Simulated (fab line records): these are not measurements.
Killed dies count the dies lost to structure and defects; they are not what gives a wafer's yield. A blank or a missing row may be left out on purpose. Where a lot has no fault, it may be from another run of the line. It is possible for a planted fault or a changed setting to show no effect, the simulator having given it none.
Which tool did it? :: flow sfq-line :: 7 lots with 20 wafers sampled at 3 steps, on a route of 325 steps

WHAT THE GAUGES SHOWED, per wafer
SFQ_M6_RS_MEAS_938: a four-point-probe measurement.
lot: L543
measured: day 70 06:20
on: film-metro-01
M6_NB_RS (ohm/sq): 0.874 0.889 0.866

lot: L545
measured: day 70 14:50
on: film-metro-04
M6_NB_RS (ohm/sq): 0.868 0.875 0.861

lot: L547
measured: day 70 17:14
on: film-metro-04
M6_NB_RS (ohm/sq): 0.885 0.897 0.883

lot: L549
measured: day 70 20:37
on: film-metro-03
M6_NB_RS (ohm/sq): 0.906 0.900 0.906

lot: L552
measured: day 73 02:17
on: film-metro-03
M6_NB_RS (ohm/sq): 0.911 0.902 0.888

lot: L560
measured: day 77 12:19
on: film-metro-03
M6_NB_RS (ohm/sq): 0.911 0.885

lot: L562
measured: day 78 17:53
on: film-metro-03
M6_NB_RS (ohm/sq): 0.898 0.899 0.892

WHAT TOOL EACH LOT RAN ON (gives the tool, then ch and the chambers of the sampled wafers, and finally the start)
lot: L543
SFQ_TRILAYER_I0_DEP_PECVD_027: pecvd-02 ch 0,2, day 8 00:55
SFQ_TRILAYER_I0_CMP_CMP_028: cmp-02 ch 0,2, day 8 10:09

lot: L545
SFQ_TRILAYER_I0_DEP_PECVD_027: pecvd-04 ch 0,1, day 8 12:44
SFQ_TRILAYER_I0_CMP_CMP_028: cmp-01 ch 1,2,3, day 8 21:55

lot: L547
SFQ_TRILAYER_I0_DEP_PECVD_027: pecvd-02 ch 0,1, day 9 03:16
SFQ_TRILAYER_I0_CMP_CMP_028: cmp-02 ch 0,2,3, day 9 13:09

lot: L549
SFQ_TRILAYER_I0_DEP_PECVD_027: pecvd-02 ch 1,2, day 9 15:35
SFQ_TRILAYER_I0_CMP_CMP_028: cmp-01 ch 2,3, day 9 22:25

lot: L552
SFQ_TRILAYER_I0_DEP_PECVD_027: pecvd-04 ch 0,2, day 10 11:56
SFQ_TRILAYER_I0_CMP_CMP_028: cmp-02 ch 0,1,3, day 10 16:09

lot: L560
SFQ_TRILAYER_I0_DEP_PECVD_027: pecvd-04 ch 0,1, day 12 05:49
SFQ_TRILAYER_I0_CMP_CMP_028: cmp-02 ch 0,1, day 12 05:53

lot: L562
SFQ_TRILAYER_I0_DEP_PECVD_027: pecvd-01 ch 0,1,2, day 12 18:56
SFQ_TRILAYER_I0_CMP_CMP_028: cmp-02 ch 2,3, day 12 19:01
- SFQ_TRILAYER_I0_DEP_PECVD_027: deposits SiO2 from SiH4/N2O, time 111.11 s, target thk 500 nm.
- SFQ_TRILAYER_I0_CMP_CMP_028: polishes SiO2.

THE ANSWER, worked out from the rows above alone
Rule: the lots themselves supply what counts as usual. Put in order of their means at a reading, lots are off if they are a third of the lots or fewer, leave a main group of 4 or more, and stand apart from it by a gap of 3 or more times the standard deviation of the main group's means; of several such gaps the widest counts. A main group whose means are all the same, to the digits that the tables above print for the reading, isn't used. A lot without any number at a reading at which 4 lots or more have one is off too. Where the step has rows for the other lots, those lots are counted as sound.
No lot is off at any reading shown: from this, nothing can be told.

WHAT HAD BEEN PUT IN BY THE SIMULATOR
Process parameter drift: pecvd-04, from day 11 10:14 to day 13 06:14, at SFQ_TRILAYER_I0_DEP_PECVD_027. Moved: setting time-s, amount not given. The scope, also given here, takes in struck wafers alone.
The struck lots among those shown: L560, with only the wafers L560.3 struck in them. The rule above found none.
